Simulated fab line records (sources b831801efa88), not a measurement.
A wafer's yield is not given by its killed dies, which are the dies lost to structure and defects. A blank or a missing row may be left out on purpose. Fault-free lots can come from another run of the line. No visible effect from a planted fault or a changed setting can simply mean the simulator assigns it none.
The tool behind it: which one?	flow sky130	10 lots with 30 wafers sampled at 6 steps, on a route of 708 steps

== WHAT EACH GAUGE READ, for each wafer ==
SKY_METAL2_RS_MEAS_05: a four-point-probe measurement. Usual: METAL2_ALCU_RS 0.1269 ohm/sq, standard deviation 0.0011.
lot	measured	on	METAL2_ALCU_RS (ohm/sq)	flag
L334	day 34 22:39	film_metro-01	0.1276 0.1283 0.1275	
L335	day 35 23:01	film_metro-04	0.1255 0.1255 0.1248	
L341	day 37 18:38	film_metro-04	0.1276 0.1271 0.1272	
L342	day 38 04:40	film_metro-04	0.1253 0.1263 0.1270	
L343	day 38 05:13	film_metro-01	0.1513 0.1499 0.1510	OFF
L344	day 38 14:44	film_metro-01	0.1277 0.1283 0.1282	
L345	day 38 23:59	film_metro-02	0.1474 0.1475 0.1484	OFF
L346	day 39 06:38	film_metro-04	0.1494 0.1476 0.1485	OFF
L351	day 40 10:57	film_metro-01	0.1284 0.1271 0.1282	
L352	day 40 17:14	film_metro-01	0.1259 0.1270 0.1268	

SKY_METAL2_THK_MEAS_06: measures by xrf. Usual: METAL2_ALCU_THK 253 nm, standard deviation 3.2.
lot	measured	on	METAL2_ALCU_THK (nm)	flag
L334	day 34 22:46	film_metro-01	249 249 247	
L335	day 35 23:07	film_metro-04	256 258 259	
L341	day 37 18:44	film_metro-04	255 256 256	
L342	day 38 04:47	film_metro-04	255 254 252	
L343	day 38 05:19	film_metro-01	211 213 212	OFF
L344	day 38 14:51	film_metro-01	248 250 246	
L345	day 39 00:07	film_metro-02	220 220 219	OFF
L346	day 39 06:45	film_metro-04	217 219 218	OFF
L351	day 40 11:04	film_metro-01	248 251 250	
L352	day 40 17:21	film_metro-01	253 250 252	

SKY_METAL2_OVL_MEAS_16. Usual: METAL2_OVL -7 nm, standard deviation 5.3.
lot	measured	on	METAL2_OVL (nm)	flag
L334	day 36 00:49	overlay-02	-11 0 -9	
L335	day 37 00:28	overlay-01	-10 -9 -8	
L341	day 38 19:59	overlay-02	-11 -2 -10	
L342	day 39 05:50	overlay-01	-12 -1 -11	
L343	day 39 06:01	overlay-02	-3 0 9	
L344	day 39 15:11	overlay-01	-5 -6 -4	
L345	day 40 00:49	overlay-01	-5 -9 -10	
L346	day 40 07:09	overlay-01	-6 -7 -8	
L351	day 41 11:32	overlay-01	-6 -7 -8	
L352	day 41 17:03	overlay-02	2 4 -2	

== TOOL THAT RAN EACH LOT (tool first, then ch and the chambers of the sampled wafers, then the start) ==
lot	SKY_VIA1_STRIP_16	SKY_VIA1_SPUTTER_20	SKY_METAL2_SPUTTER_02
L334	plasma_asher-02 ch 0,1, day 34 21:16	pvd_sputter-03, day 34 21:52	pvd_sputter-03, day 34 22:32
L335	plasma_asher-01 ch 0,1, day 35 21:38	pvd_sputter-02, day 35 22:13	pvd_sputter-01, day 35 22:54
L341	plasma_asher-02 ch 0,1, day 37 16:54	pvd_sputter-03, day 37 17:28	pvd_sputter-03, day 37 18:31
L342	plasma_asher-02 ch 0,1, day 38 03:12	pvd_sputter-02, day 38 03:53	pvd_sputter-01, day 38 04:34
L343	plasma_asher-03 ch 0,1, day 38 03:49	pvd_sputter-03, day 38 04:22	pvd_sputter-03, day 38 05:04
L344	plasma_asher-03 ch 0,1, day 38 12:58	pvd_sputter-02, day 38 13:36	pvd_sputter-04, day 38 14:38
L345	plasma_asher-01 ch 0,1, day 38 22:27	pvd_sputter-03, day 38 23:07	pvd_sputter-03, day 38 23:54
L346	plasma_asher-01 ch 0,1, day 39 03:26	pvd_sputter-02, day 39 04:07	pvd_sputter-03, day 39 06:32
L351	plasma_asher-02 ch 0,1, day 40 09:27	pvd_sputter-02, day 40 10:05	pvd_sputter-04, day 40 10:52
L352	plasma_asher-03 ch 0,1, day 40 15:26	pvd_sputter-02, day 40 16:04	pvd_sputter-01, day 40 17:08
- SKY_VIA1_STRIP_16: strips in O2/N2.
- SKY_VIA1_SPUTTER_20: material TiN, target thk 20 nm, time 80 s.
- SKY_METAL2_SPUTTER_02: material AlCu, target thk 250 nm, time 13.3 s.

== AS READ BY THE TOOLS THEMSELVES (means over the sampled wafers that have a number; for cases with no such wafer, the mark the record gives instead) ==
SKY_VIA1_STRIP_16. Usual: drypump_motor_current_A 6.2 A, standard deviation 0.44; oes_product_au 0.415 a.u., standard deviation 0.0047; strip_time_to_endpoint_s 4.462 s, standard deviation 0.018.
lot	tool	drypump_motor_current_A (A)	oes_product_au (a.u.)	strip_time_to_endpoint_s (s)	flag
L334	plasma_asher-02	6.5	0.417	4.470	
L335	plasma_asher-01	5.8	0.418	4.487	
L341	plasma_asher-02	6.5	0.416	4.473	
L342	plasma_asher-02	6.6	0.418	4.451	
L343	plasma_asher-03	6.1	0.420	4.464	
L344	plasma_asher-03	6.1	0.415	4.462	
L345	plasma_asher-01	5.8	0.413	4.433	
L346	plasma_asher-01	5.8	0.415	4.479	
L351	plasma_asher-02	6.6	0.416	4.455	
L352	plasma_asher-03	6.1	0.414	4.459	

SKY_VIA1_SPUTTER_20. Usual: throttle_valve_pct reads 30.1 % (standard deviation 0.81).
lot	tool	throttle_valve_pct (%)	flag
L334	pvd_sputter-03	30.1	
L335	pvd_sputter-02	30.7	
L341	pvd_sputter-03	29.9	
L342	pvd_sputter-02	30.8	
L343	pvd_sputter-03	29.7	
L344	pvd_sputter-02	30.8	
L345	pvd_sputter-03	29.4	
L346	pvd_sputter-02	30.1	
L351	pvd_sputter-02	30.5	
L352	pvd_sputter-02	30.6	

SKY_METAL2_SPUTTER_02. Usual: throttle_valve_pct reads 30.0 % (standard deviation 0.84).
lot	tool	throttle_valve_pct (%)	flag
L334	pvd_sputter-03	29.8	
L335	pvd_sputter-01	29.4	
L341	pvd_sputter-03	30.0	
L342	pvd_sputter-01	29.2	
L343	pvd_sputter-03	29.6	
L344	pvd_sputter-04	30.4	
L345	pvd_sputter-03	30.0	
L346	pvd_sputter-03	30.2	
L351	pvd_sputter-04	30.2	
L352	pvd_sputter-01	30.6	

== THE ANSWER, worked out from the rows above alone ==
Rule: lot off if the mean of its wafers having a number is beyond 3 standard deviations from the usual mean. Also off: a lot with no number at a reading for which 4 or more lots have one. Any other lot the step has rows for is counted as sound. The gauges are gone through in route order, then the tools' own readings, and for those a lot's mean is taken as printed above. At the first step where some lot is off, the reading lying furthest off is the one used; lots without a number count as furthest.
Off: at SKY_METAL2_RS_MEAS_05 (METAL2_ALCU_RS), L343, L345, L346.
A tool fits if, at a process step before that reading, it ran every lot that is off, and no sound lot after the first of them. Those tools and the gauges at SKY_METAL2_RS_MEAS_05 are tried in the same way. One candidate fits, namely pvd_sputter-03 at SKY_METAL2_SPUTTER_02. A fault onset in the window from L341 (day 37 18:31, its last sound lot) to L343 (day 38 05:04, its first lot off) fits.

== WHAT THE SIMULATOR PUT IN ==
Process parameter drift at SKY_METAL2_SPUTTER_02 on pvd_sputter-03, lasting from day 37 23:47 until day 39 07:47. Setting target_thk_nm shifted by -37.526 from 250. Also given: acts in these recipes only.
Struck lots among those shown: L343, L345, L346. This agrees with what the rule above found.
